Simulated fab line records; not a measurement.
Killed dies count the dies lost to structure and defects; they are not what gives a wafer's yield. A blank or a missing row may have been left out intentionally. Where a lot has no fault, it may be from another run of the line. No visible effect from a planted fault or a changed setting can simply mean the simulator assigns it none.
Chamber matching ; flow gf180mcu ; pecvd-03 running GF_V1_CVD_02: 3 sister chambers
The step deposits SiO2 from TEOS, target thk 850 nm, time 94.851 s. 14 wafers are shown with their chamber, then 7 later ones without.

WAFERS, EACH WITH ITS CHAMBER
wafer;chamber;heaterPowerW (W)
L860.1;1;710
L860.4;2;526
L860.6;0;545
L861.1;2;503
L861.2;0;563
L861.3;0;629
L863.2;0;709
L863.4;0;550
L863.5;1;582
L869.1;2;565
L869.2;1;682
L869.4;0;654
L874.1;1;606
L874.2;0;664

SIGNATURES, as means of the wafers listed above
reading;chamber 0;chamber 1;chamber 2;scatter within a chamber
heaterPowerW;616.29;645.00;531.33;58.6
Rule: for each reading, subtract the chamber's mean from the wafer's reading, divide by that reading's scatter and square the result; add these up over the readings and take the root, which gives the wafer's distance from the chamber. The wafer belongs to the nearest chamber; if the next one is less than 2 further off, it can't be placed. The scatter: the root of (the sum of the squares of (reading less its chamber's mean) over the shown wafers, divided by (wafers less chambers)).

WAFERS WITHOUT THEIR CHAMBER
wafer;heaterPowerW (W)
L874.3;544
L875.1;524
L875.3;598
L875.4;588
L882.1;516
L882.2;712
L882.5;583

EACH ONE'S CHAMBER
wafer;from the rows above;in truth
L874.3;can't be placed: 2 or 0 or 1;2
L875.1;can't be placed: 2 or 0 or 1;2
L875.3;can't be placed: 0 or 1 or 2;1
L875.4;can't be placed: 0 or 2 or 1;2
L882.1;can't be placed: 2 or 0 or 1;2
L882.2;can't be placed: 1 or 0 or 2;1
L882.5;can't be placed: 0 or 2 or 1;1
Correct placement for 0 of the 7. Cannot be placed on the basis of these rows: 7; the candidates contain the true chamber in 7. Wrongly placed: 0.
